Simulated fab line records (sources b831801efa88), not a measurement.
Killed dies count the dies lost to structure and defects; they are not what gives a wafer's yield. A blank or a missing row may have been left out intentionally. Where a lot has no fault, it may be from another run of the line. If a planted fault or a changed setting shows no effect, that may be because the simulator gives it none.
Matching of chambers :: flow gf180mcu :: GF_POLY_GATE_ETCH_12 on rie-diel-04 has 4 sister chambers
The step etches BARC in N2/H2. 22 wafers are shown with their chamber, then 11 later ones without.

## EACH WAFER AND ITS CHAMBER
wafer: L074.3
chamber: 1
drypump-motor-current-A (A): 5.5
throttle-valve-pct (%): 13.221
n2-flow-sccm (sccm): 99.90

wafer: L074.4
chamber: 2
drypump-motor-current-A (A): 5.5
throttle-valve-pct (%): 13.202
n2-flow-sccm (sccm): 100.03

wafer: L074.5
chamber: 3
drypump-motor-current-A (A): 5.8
throttle-valve-pct (%): 13.208
n2-flow-sccm (sccm): 100.27

wafer: L075.2
chamber: 0
drypump-motor-current-A (A): 6.1
throttle-valve-pct (%): 13.226
n2-flow-sccm (sccm): 99.32

wafer: L075.4
chamber: 3
drypump-motor-current-A (A): 5.8
throttle-valve-pct (%): 13.206
n2-flow-sccm (sccm): 99.67

wafer: L075.6
chamber: 2
drypump-motor-current-A (A): 5.5
throttle-valve-pct (%): 13.217
n2-flow-sccm (sccm): 99.68

wafer: L077.1
chamber: 2
drypump-motor-current-A (A): 5.5
throttle-valve-pct (%): 13.208
n2-flow-sccm (sccm): 99.75

wafer: L077.3
chamber: 3
drypump-motor-current-A (A): 5.8
throttle-valve-pct (%): 13.219
n2-flow-sccm (sccm): 99.62

wafer: L077.5
chamber: 2
drypump-motor-current-A (A): 5.5
throttle-valve-pct (%): 13.210
n2-flow-sccm (sccm): 100.10

wafer: L078.2
chamber: 1
drypump-motor-current-A (A): 5.5
throttle-valve-pct (%): 13.202
n2-flow-sccm (sccm): 99.94

wafer: L078.3
chamber: 3
drypump-motor-current-A (A): 5.8
throttle-valve-pct (%): 13.219
n2-flow-sccm (sccm): 100.22

wafer: L078.5
chamber: 2
drypump-motor-current-A (A): 5.5
throttle-valve-pct (%): 13.208
n2-flow-sccm (sccm): 100.63

wafer: L084.1
chamber: 1
drypump-motor-current-A (A): 5.5
throttle-valve-pct (%): 13.220
n2-flow-sccm (sccm): 99.58

wafer: L084.5
chamber: 2
drypump-motor-current-A (A): 5.5
throttle-valve-pct (%): 13.213
n2-flow-sccm (sccm): 99.57

wafer: L084.6
chamber: 1
drypump-motor-current-A (A): 5.6
throttle-valve-pct (%): 13.208
n2-flow-sccm (sccm): 100.18

wafer: L088.1
chamber: 3
drypump-motor-current-A (A): 5.8
throttle-valve-pct (%): 13.210
n2-flow-sccm (sccm): 99.72

wafer: L088.2
chamber: 2
drypump-motor-current-A (A): 5.5
throttle-valve-pct (%): 13.209
n2-flow-sccm (sccm): 100.00

wafer: L088.3
chamber: 0
drypump-motor-current-A (A): 6.1
throttle-valve-pct (%): 13.220
n2-flow-sccm (sccm): 99.79

wafer: L088.4
chamber: 1
drypump-motor-current-A (A): 5.6
throttle-valve-pct (%): 13.219
n2-flow-sccm (sccm): 99.99

wafer: L088.5
chamber: 3
drypump-motor-current-A (A): 5.8
throttle-valve-pct (%): 13.227
n2-flow-sccm (sccm): 100.09

wafer: L088.6
chamber: 0
drypump-motor-current-A (A): 6.1
throttle-valve-pct (%): 13.218
n2-flow-sccm (sccm): 99.95

wafer: L090.4
chamber: 3
drypump-motor-current-A (A): 5.8
throttle-valve-pct (%): 13.209
n2-flow-sccm (sccm): 99.71

SIGNATURES (means of the wafers above)
reading: drypump-motor-current-A
chamber 0: 6.100
chamber 1: 5.540
chamber 2: 5.500
chamber 3: 5.800
scatter within a chamber: 0.0258

reading: throttle-valve-pct
chamber 0: 13.22133
chamber 1: 13.21400
chamber 2: 13.20957
chamber 3: 13.21400
scatter within a chamber: 0.00673

reading: n2-flow-sccm
chamber 0: 99.6867
chamber 1: 99.9180
chamber 2: 99.9657
chamber 3: 99.9000
scatter within a chamber: 0.301
Rule: a wafer's distance from a chamber is the root of the sum, over the readings, of the square of ((its reading less the chamber's mean) divided by the reading's scatter). If the next closest chamber is less than 2 further off than the closest, the wafer can't be placed; otherwise it belongs to the closest. How the scatter is found: for the shown wafers, subtract from each reading the mean of its chamber, square and add these, divide the total by (wafers less chambers), then take the root.

## WAFERS WHOSE CHAMBER IS MISSING
wafer: L090.5
drypump-motor-current-A (A): 5.8
throttle-valve-pct (%): 13.202
n2-flow-sccm (sccm): 99.23

wafer: L090.6
drypump-motor-current-A (A): 6.1
throttle-valve-pct (%): 13.196
n2-flow-sccm (sccm): 99.92

wafer: L091.2
drypump-motor-current-A (A): 5.5
throttle-valve-pct (%): 13.215
n2-flow-sccm (sccm): 100.20

wafer: L091.4
drypump-motor-current-A (A): 6.1
throttle-valve-pct (%): 13.224
n2-flow-sccm (sccm): 99.90

wafer: L091.5
drypump-motor-current-A (A): 5.8
throttle-valve-pct (%): 13.215
n2-flow-sccm (sccm): 99.72

wafer: L095.1
drypump-motor-current-A (A): 5.8
throttle-valve-pct (%): 13.223
n2-flow-sccm (sccm): 100.14

wafer: L095.2
drypump-motor-current-A (A): 6.1
throttle-valve-pct (%): 13.220
n2-flow-sccm (sccm): 100.34

wafer: L095.3
drypump-motor-current-A (A): 5.5
throttle-valve-pct (%): 13.232
n2-flow-sccm (sccm): 99.62

wafer: L096.2
drypump-motor-current-A (A): 5.8
throttle-valve-pct (%): 13.211
n2-flow-sccm (sccm): 100.00

wafer: L096.5
drypump-motor-current-A (A): 5.8
throttle-valve-pct (%): 13.207
n2-flow-sccm (sccm): 99.93

wafer: L096.6
drypump-motor-current-A (A): 5.5
throttle-valve-pct (%): 13.207
n2-flow-sccm (sccm): 100.25

## THE CHAMBER EACH PASSED THROUGH
wafer: L090.5
from the rows above: 3
in truth: 3

wafer: L090.6
from the rows above: 0
in truth: 0

wafer: L091.2
from the rows above: can't be placed: 2 or 1
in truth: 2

wafer: L091.4
from the rows above: 0
in truth: 0

wafer: L091.5
from the rows above: 3
in truth: 3

wafer: L095.1
from the rows above: 3
in truth: 3

wafer: L095.2
from the rows above: 0
in truth: 0

wafer: L095.3
from the rows above: can't be placed: 1 or 2
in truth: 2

wafer: L096.2
from the rows above: 3
in truth: 3

wafer: L096.5
from the rows above: 3
in truth: 3

wafer: L096.6
from the rows above: can't be placed: 2 or 1
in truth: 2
8 of 11 placed correctly. These rows do not allow placing 3 (true chamber among the candidates in 3). Placed wrongly: 0.
